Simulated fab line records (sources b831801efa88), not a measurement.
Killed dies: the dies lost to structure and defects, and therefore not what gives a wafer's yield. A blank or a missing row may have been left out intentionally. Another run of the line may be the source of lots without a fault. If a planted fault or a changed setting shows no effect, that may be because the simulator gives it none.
Which tool is to blame? ; flow gf180mcu ; Sampling: 24 lots, 72 wafers, 3 of 602 route steps

WHAT THE GAUGES READ, wafer by wafer
GF_STI_THK_MEAS_24.
lot;measured;on;STI_CVD_23_THK (nm)
L074;day 2 04:13;film metro-04;641 647 647
L075;day 2 09:04;film metro-04;653 657 656
L076;day 2 12:46;film metro-02;642 652 658
L077;day 2 19:01;film metro-02;646 656 656
L078;day 3 00:05;film metro-01;656 641 640
L079;day 3 04:44;film metro-01;639 654 646
L080;day 3 11:02;film metro-01;649 642 652
L081;day 3 15:42;film metro-04;645 654 651
L082;day 3 20:53;film metro-01;648 663 646
L083;day 4 03:04;film metro-04;656 640 637
L084;day 4 10:00;film metro-01;662 646 661
L085;day 4 16:55;film metro-02;649 660 645
L086;day 4 23:38;film metro-01;657 667 653
L087;day 4 23:38;film metro-04;649 651 652
L088;day 5 04:50;film metro-01;656 653 654
L089;day 5 13:07;film metro-02;656 657 655
L090;day 5 13:24;film metro-01;650 645 648
L091;day 5 21:41;film metro-04;653 654 663
L092;day 6 01:10;film metro-04;654 650 646
L093;day 6 04:31;film metro-01;662 642 653
L094;day 6 11:04;film metro-01;659 649 653
L095;day 6 16:08;film metro-01;657 664 656
L096;day 6 20:29;film metro-02;647 653 659
L097;day 7 02:27;film metro-02;657 648 644

GF_POLY_GATE_OVL_MEAS_11.
lot;measured;on;POLY_GATE_OVL (nm)
L074;day 9 04:10;overlay-01;-4 -2 -1
L075;day 9 09:06;overlay-01;5 7 3
L076;day 9 14:26;overlay-01;4 4 1
L077;day 9 23:44;overlay-02;0 -4 -5
L078;day 10 06:12;overlay-01;6 -10 -3
L079;day 10 10:00;overlay-02;-2 -1 -2
L080;day 10 22:33;overlay-02;-6 -3 -6
L081;day 11 04:35;overlay-01;-3 -7 -6
L082;day 11 12:39;overlay-02;-2 -3 -4
L083;day 11 20:52;overlay-01;-4 2 -2
L084;day 12 19:50;overlay-02;-7 -2 -4
L085;day 13 04:32;overlay-02;-3 -1 -4
L086;day 13 13:45;overlay-01;-1 4 11
L087;day 13 14:06;overlay-01;1 0 1
L088;day 13 15:35;overlay-01;-2 0 -5
L089;day 13 23:35;overlay-02;2 0 0
L090;day 13 23:14;overlay-02;-4 -1 0
L091;day 14 08:02;overlay-02;5 2 1
L092;day 14 09:56;overlay-02;-2 1 -9
L093;day 14 18:45;overlay-01;-11 -6 -12
L094;day 15 02:00;overlay-02;-6 -9 -6
L095;day 15 09:41;overlay-01;-11 -2 -8
L096;day 15 15:05;overlay-01;6 -1 8
L097;day 15 23:49;overlay-01;11 11 7

GF_HV_LDD_CD_MEAS_07: target cd 400 nm.
lot;measured;on;cd nm (nm)
L074;day 9 23:05;cd sem-01;395.9 397.5 394.7
L075;day 10 04:58;cd sem-01;399.6 399.2 399.5
L076;day 10 10:03;cd sem-01;400.3 402.2 400.9
L077;day 10 19:56;cd sem-02;399.2 399.7 402.3
L078;day 11 01:29;cd sem-02;399.1 398.0 399.9
L079;day 11 06:03;cd sem-01;402.1 404.1 402.7
L080;day 11 18:41;cd sem-02;397.9 396.2 396.8
L081;day 12 11:38;cd sem-02;401.4 401.0 403.1
L082;day 12 12:08;cd sem-02;396.4 396.1 398.3
L083;day 12 22:20;cd sem-01;400.9 401.6 402.6
L084;day 13 17:05;cd sem-01;399.4 400.0 400.9
L085;day 14 03:55;cd sem-02;397.8 397.6 399.8
L086;day 14 11:05;cd sem-01;403.0 403.0 403.2
L087;day 14 12:53;cd sem-01;396.4 395.8 397.3
L088;day 14 14:50;cd sem-02;397.9 398.4 399.6
L089;day 14 21:50;cd sem-01;403.5 399.9 399.4
L090;day 14 21:29;cd sem-02;398.8 402.4 400.3
L091;day 15 06:31;cd sem-01;403.3 401.6 401.1
L092;day 15 08:55;cd sem-02;399.5 400.1 398.8
L093;day 15 19:35;cd sem-01;397.9 398.6 399.2
L094;day 16 01:35;cd sem-01;400.6 397.7 398.8
L095;day 16 09:22;cd sem-01;393.7 394.6 394.7
L096;day 16 15:03;cd sem-01;398.5 400.7 397.7
L097;day 16 23:25;cd sem-02;399.6 399.6 398.7

EACH LOT AND THE TOOL THAT RAN IT (in order: tool; ch and the chambers of the sampled wafers; start)
The record holds no process step before these readings.

WHAT THE TOOLS THEMSELVES READ (means of the sampled wafers that have a number; where no wafer has one, the mark that the record gives instead)
The record holds no such reading with a usual standard deviation.

THE ANSWER, worked out from the rows above alone
Rule: what is usual is taken from the lots themselves. Put in order of their means at a reading, lots are off if they are a third of the lots or fewer, leave a main group of 4 or more, and stand apart from it by a gap of 3 or more times the standard deviation of the main group's means; of several such gaps the widest counts. If all means in a main group match to the digits the tables above print for the reading, that group is not used. A lot without any number at a reading at which 4 lots or more have one is off too. Any other lot the step has rows for is counted as sound. After the gauges, taken in route order, come the tools' own readings; for these a lot's mean is taken, as printed above. The first step at which some lot is off is used, and at that step the reading that is off furthest; a lot without a number counts as furthest.
No lot is off at any reading shown: from this, nothing can be told.

WHAT THE SIMULATOR PUT IN
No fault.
